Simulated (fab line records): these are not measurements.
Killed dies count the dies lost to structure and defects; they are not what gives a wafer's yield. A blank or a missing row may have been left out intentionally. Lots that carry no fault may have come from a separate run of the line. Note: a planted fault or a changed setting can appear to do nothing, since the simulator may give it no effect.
Struck lot and sound lot, side by side / flow sky130 / 17 steps out of a route of 708
Sound: these wafers, L334.1, L334.2, L334.4. The struck wafers were L343.1, L343.4, L343.5. The cause is named last.
At each step with rows: each side's tool, then ch and its chambers, then its first start. Under that, the readings that differ: sound wafers / struck wafers / difference of the means / sigmas: that difference in standard deviations of wafers without a fault.
alike: readings whose means differ by less than 2 such deviations, and words and numbers that are the same on both sides. not compared: withheld readings, readings that some wafer has no value for, bounds like >300 that may hide the same value, and numbers for which the record gives no deviation and whose values overlap.
The two part at a step that has a row with sigmas, a row that says differs or no value, or rows on one side only. Non-overlapping numbers with no deviation appear without sigmas and do not part them. Lack of a reading on every wafer of one side parts them only where that side has two or more wafers.

SKY_LOCAL_INTERCONNECT_RS_MEAS_01: a four-point-probe measurement.
  struck on film metro-01, day 34 23:45; sound on film metro-04, day 31 21:13
  alike: LOCAL_INTERCONNECT_TIN_RS
SKY_LOCAL_INTERCONNECT_THK_MEAS_02: measures by xrf.
  struck on film metro-01, day 34 23:52; sound on film metro-04, day 31 21:20
  alike: LOCAL_INTERCONNECT_TIN_THK
then, 8 steps without rows for these wafers: SKY_LOCAL_INTERCONNECT_DEHYDRATE_03 (time 60 s); SKY_LOCAL_INTERCONNECT_HMDS_04 (prime time 60 s); SKY_LOCAL_INTERCONNECT_COAT_05 (resist thk 59.23 nm); SKY_LOCAL_INTERCONNECT_COAT_06 (resist thk 450 nm); SKY_LOCAL_INTERCONNECT_SOFTBAKE_07 (time 90 s); SKY_LOCAL_INTERCONNECT_EXPOSE_08 (exposes mask LI1M, target cd 170 nm); SKY_LOCAL_INTERCONNECT_PEB_09; SKY_LOCAL_INTERCONNECT_DEVELOP_10 (develop time 60 s).
SKY_LOCAL_INTERCONNECT_CD_MEAS_11 targets a cd of 170 nm.
  struck on cd sem-02, day 36 02:19; sound on cd sem-01, day 33 00:58
  alike: cd nm
SKY_LOCAL_INTERCONNECT_OVL_MEAS_12:
  struck on overlay-02, day 36 02:26; sound on overlay-01, day 33 01:05
reading=LOCAL_INTERCONNECT_OVL (nm); sound=6 10 -2; struck=-11 -13 -8; difference=-15; sigmas=-2
SKY_LOCAL_INTERCONNECT_ETCH_13: etches BARC in N2/H2, stops on SiO2, time 45.9 s, target depth 60 nm.
  sound on rie metal-01 ch 0,1, day 33 01:07; struck on rie metal-01 ch 1, day 36 02:28
reading=chamber pressure mTorr (mTorr); sound=30.027 30.029 30.047; struck=29.935 29.992 29.979; difference=-0.066; sigmas=-2
reading=oes product au (a.u.); sound=0.854 0.852 0.844; struck=0.719 0.707 0.708; difference=-0.139; sigmas=-28
reading=run length s (s); sound=74.2 74.1 74.4; struck=93.1 93.3 93.4; difference=+19.0; sigmas=+28
reading=throttle valve pct (%); sound=13.225 13.230 13.222; struck=13.208 13.202 13.206; difference=-0.020; sigmas=-2
reading=model.KrF-thick_of_LOCAL_INTERCONNECT_COAT_06.thk nm (nm); sound=393.9 394.3 395.7; struck=375.7 375.5 376.4; difference=-18.8; sigmas=
reading=model.SiO2_of_SONOS_ONO_CVD_04.thk nm (nm); sound=4.357 4.314 4.377; struck=3.309 3.269 3.303; difference=-1.056; sigmas=
  alike: drypump motor current A
  not compared: rf hours counter h, model.LOCAL_INTERCONNECT.cd nm
SKY_LOCAL_INTERCONNECT_METAL_ETCH_14: etches TiN in Cl2/BCl3, stops on PSG, target depth 110 nm, time 31.4 s.
  sound on rie metal-01 ch 0,1, day 33 01:11; struck on rie metal-01 ch 1, day 36 02:32
reading=model.KrF-thick_of_LOCAL_INTERCONNECT_COAT_06.thk nm (nm); sound=350.2 350.7 351.7; struck=331.7 331.3 332.3; difference=-19.1; sigmas=
  alike: bcl3 flow sccm, chamber pressure mTorr, drypump motor current A, oes product au, run length s, throttle valve pct
  not compared: rf hours counter h, model.LOCAL_INTERCONNECT.cd nm
SKY_LOCAL_INTERCONNECT_STRIP_15: strips in O2/N2.
  sound on plasma asher-04 ch 0,1, day 33 01:14; struck on plasma asher-04 ch 0,1, day 36 02:35
reading=oes product au (a.u.); sound=0.428 0.423 0.425; struck=0.423 0.410 0.416; difference=-0.009; sigmas=-2
reading=strip time to endpoint s (s); sound=4.719 4.746 4.729; struck=4.533 4.537 4.539; difference=-0.195; sigmas=-11
  alike: chamber pressure mTorr, drypump motor current A
  not compared: rf hours counter h
then, 1 step without rows for these wafers: SKY_LOCAL_INTERCONNECT_STRIP_16 (strips in post etch residue remover, time 1200 s).
-- here the record skips 14 days between the struck wafers' starts before and after, leaving off in module LOCAL_INTERCONNECT and picking up in module PAD_OPEN (first step shown: number 708 of the route) --
SKY_PAD_OPEN_PROBE_99:
  struck on prober-01, day 50 07:56; sound on prober-02, day 48 02:01
  alike: killed_at_M0_to_M3, killed_at_M4_up, killed at contacts, killed at front end, killed at other, killed dies, killed on rim, killed open, killed short

## WHERE THEY PART
First at SKY_LOCAL_INTERCONNECT_OVL_MEAS_12; last, within this record, at SKY_LOCAL_INTERCONNECT_STRIP_15. Later steps at which nothing parts them and some readings are alike: SKY_PAD_OPEN_PROBE_99.

WHY: the cause the simulator had injected
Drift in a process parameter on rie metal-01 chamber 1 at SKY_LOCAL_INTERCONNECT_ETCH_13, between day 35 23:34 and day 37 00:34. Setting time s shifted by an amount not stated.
